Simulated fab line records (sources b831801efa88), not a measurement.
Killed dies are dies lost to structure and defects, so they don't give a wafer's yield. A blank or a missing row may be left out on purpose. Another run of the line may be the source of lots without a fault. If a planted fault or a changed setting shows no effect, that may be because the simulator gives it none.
Commonality check across tools :: flow sky130 :: Lots sampled 11, wafers sampled 39

== REASON IT WAS OPENED ==
2 of 11 lots carry a flag on the reading VT_ADJUST_PCH_TW at SKY_VT_ADJUST_PCH_TW_MEAS_10. No-fault wafers: 142.7, standard deviation 0.81.
Rule: a lot gets a flag if all its wafers with a number sit over 4 standard deviations from that mean, or if no wafer of it has a number. As for the other lots, they are considered sound.

lot: L430
measured: day 10 17:02
on: film-metro-03
VT_ADJUST_PCH_TW, wafer by wafer: 143.1 143.3 142.7
flag: 

lot: L431
measured: day 10 23:49
on: film-metro-02
VT_ADJUST_PCH_TW, wafer by wafer: 142.9 142.3 142.3
flag: 

lot: L433
measured: day 11 15:01
on: film-metro-02
VT_ADJUST_PCH_TW, wafer by wafer: 30.0 30.0 30.2 30.1 30.1 30.2
flag: FLAGGED

lot: L434
measured: day 12 02:32
on: film-metro-02
VT_ADJUST_PCH_TW, wafer by wafer: 30.0 30.1 30.2 30.1 30.1 30.1
flag: FLAGGED

lot: L437
measured: day 12 21:14
on: film-metro-02
VT_ADJUST_PCH_TW, wafer by wafer: 142.8 142.8 142.1
flag: 

lot: L439
measured: day 13 10:41
on: film-metro-02
VT_ADJUST_PCH_TW, wafer by wafer: 141.5 142.5 142.2
flag: 

lot: L444
measured: day 15 00:19
on: film-metro-03
VT_ADJUST_PCH_TW, wafer by wafer: 142.6 143.3 142.6
flag: 

lot: L447
measured: day 16 04:53
on: film-metro-03
VT_ADJUST_PCH_TW, wafer by wafer: 143.3 143.3 143.2
flag: 

lot: L448
measured: day 16 06:22
on: film-metro-01
VT_ADJUST_PCH_TW, wafer by wafer: 141.5 142.0 142.2
flag: 

lot: L449
measured: day 16 15:58
on: film-metro-02
VT_ADJUST_PCH_TW, wafer by wafer: 143.7 143.3 143.3
flag: 

lot: L451
measured: day 17 10:41
on: film-metro-01
VT_ADJUST_PCH_TW, wafer by wafer: 141.8 141.5 140.2
flag: 
Flagged lots average 30.1: -112.6 relative to the usual, that is -99 or more standard deviations.

== TOOL THAT RAN EACH LOT ==
2 process steps preceding the reading are held in the record, out of 708 steps in the route. Each cell gives the tool, then ch followed by the chambers the sampled wafers passed through, then the start.
lot: L430
flag: 
SKY_VT_ADJUST_HVTR_STRIP_10: plasma-asher-01 ch 0,1, day 9 17:56
SKY_VT_ADJUST_PCH_STRIP_09: plasma-asher-04 ch 0,1, day 10 16:56

lot: L431
flag: 
SKY_VT_ADJUST_HVTR_STRIP_10: plasma-asher-02 ch 0,1, day 10 01:59
SKY_VT_ADJUST_PCH_STRIP_09: plasma-asher-03 ch 0,1, day 10 23:38

lot: L433
flag: FLAGGED
SKY_VT_ADJUST_HVTR_STRIP_10: plasma-asher-02 ch 0,1, day 10 16:31
SKY_VT_ADJUST_PCH_STRIP_09: plasma-asher-03 ch 0,1, day 11 14:55

lot: L434
flag: FLAGGED
SKY_VT_ADJUST_HVTR_STRIP_10: plasma-asher-01 ch 0,1, day 11 02:47
SKY_VT_ADJUST_PCH_STRIP_09: plasma-asher-04 ch 0,1, day 12 02:26

lot: L437
flag: 
SKY_VT_ADJUST_HVTR_STRIP_10: plasma-asher-02 ch 0,1, day 11 20:36
SKY_VT_ADJUST_PCH_STRIP_09: plasma-asher-03 ch 0,1, day 12 21:08

lot: L439
flag: 
SKY_VT_ADJUST_HVTR_STRIP_10: plasma-asher-01 ch 0,1, day 12 10:44
SKY_VT_ADJUST_PCH_STRIP_09: plasma-asher-04 ch 0,1, day 13 10:35

lot: L444
flag: 
SKY_VT_ADJUST_HVTR_STRIP_10: plasma-asher-01 ch 0,1, day 13 22:38
SKY_VT_ADJUST_PCH_STRIP_09: plasma-asher-04 ch 0,1, day 15 00:13

lot: L447
flag: 
SKY_VT_ADJUST_HVTR_STRIP_10: plasma-asher-02 ch 0,1, day 15 00:56
SKY_VT_ADJUST_PCH_STRIP_09: plasma-asher-02 ch 0,1, day 16 04:47

lot: L448
flag: 
SKY_VT_ADJUST_HVTR_STRIP_10: plasma-asher-01 ch 0,1, day 15 02:14
SKY_VT_ADJUST_PCH_STRIP_09: plasma-asher-04 ch 0,1, day 16 06:16

lot: L449
flag: 
SKY_VT_ADJUST_HVTR_STRIP_10: plasma-asher-01 ch 0,1, day 15 11:23
SKY_VT_ADJUST_PCH_STRIP_09: plasma-asher-03 ch 0,1, day 16 15:52

lot: L451
flag: 
SKY_VT_ADJUST_HVTR_STRIP_10: plasma-asher-01 ch 0,1, day 16 04:20
SKY_VT_ADJUST_PCH_STRIP_09: plasma-asher-04 ch 0,1, day 17 10:35
What these steps do:
- SKY_VT_ADJUST_HVTR_STRIP_10: strips in O2/N2.
- SKY_VT_ADJUST_PCH_STRIP_09: strips in O2/N2.
- SKY_VT_ADJUST_PCH_TW_MEAS_10

== FLAGGED OVER TOTAL, TOOL BY TOOL (the gauges that took the reading come last) ==
step: SKY_VT_ADJUST_HVTR_STRIP_10
tool: plasma-asher-01
lots run: 7
flagged: 1
share of the flagged lots: some
sound lots run after its first flagged lot: 5 (L439,L444,L448,L449,L451)

step: SKY_VT_ADJUST_HVTR_STRIP_10
tool: plasma-asher-02
lots run: 4
flagged: 1
share of the flagged lots: some
sound lots run after its first flagged lot: 2 (L437,L447)

step: SKY_VT_ADJUST_PCH_STRIP_09
tool: plasma-asher-02
lots run: 1
flagged: 0
share of the flagged lots: none
sound lots run after its first flagged lot: -

step: SKY_VT_ADJUST_PCH_STRIP_09
tool: plasma-asher-03
lots run: 4
flagged: 1
share of the flagged lots: some
sound lots run after its first flagged lot: 2 (L437,L449)

step: SKY_VT_ADJUST_PCH_STRIP_09
tool: plasma-asher-04
lots run: 6
flagged: 1
share of the flagged lots: some
sound lots run after its first flagged lot: 4 (L439,L444,L448,L451)

step: SKY_VT_ADJUST_PCH_TW_MEAS_10
tool: film-metro-01
lots run: 2
flagged: 0
share of the flagged lots: none
sound lots run after its first flagged lot: -

step: SKY_VT_ADJUST_PCH_TW_MEAS_10
tool: film-metro-02
lots run: 6
flagged: 2
share of the flagged lots: all
sound lots run after its first flagged lot: 3 (L437,L439,L449)

step: SKY_VT_ADJUST_PCH_TW_MEAS_10
tool: film-metro-03
lots run: 3
flagged: 0
share of the flagged lots: none
sound lots run after its first flagged lot: -

== WHAT THE TABLE ALLOWS ==
All flagged lots share 1 row of the table, namely film-metro-02 at SKY_VT_ADJUST_PCH_TW_MEAS_10.
- film-metro-02 at SKY_VT_ADJUST_PCH_TW_MEAS_10 ran 6 lots, 2 of them flagged. Lots that were sound ran on it after the first flagged one (L437, L439, L449); a persistent fault on the entire tool would not allow that.
Every row of the table either missed a flagged lot or ran a sound lot after the first.

== WHAT HAD BEEN PUT IN BY THE SIMULATOR ==
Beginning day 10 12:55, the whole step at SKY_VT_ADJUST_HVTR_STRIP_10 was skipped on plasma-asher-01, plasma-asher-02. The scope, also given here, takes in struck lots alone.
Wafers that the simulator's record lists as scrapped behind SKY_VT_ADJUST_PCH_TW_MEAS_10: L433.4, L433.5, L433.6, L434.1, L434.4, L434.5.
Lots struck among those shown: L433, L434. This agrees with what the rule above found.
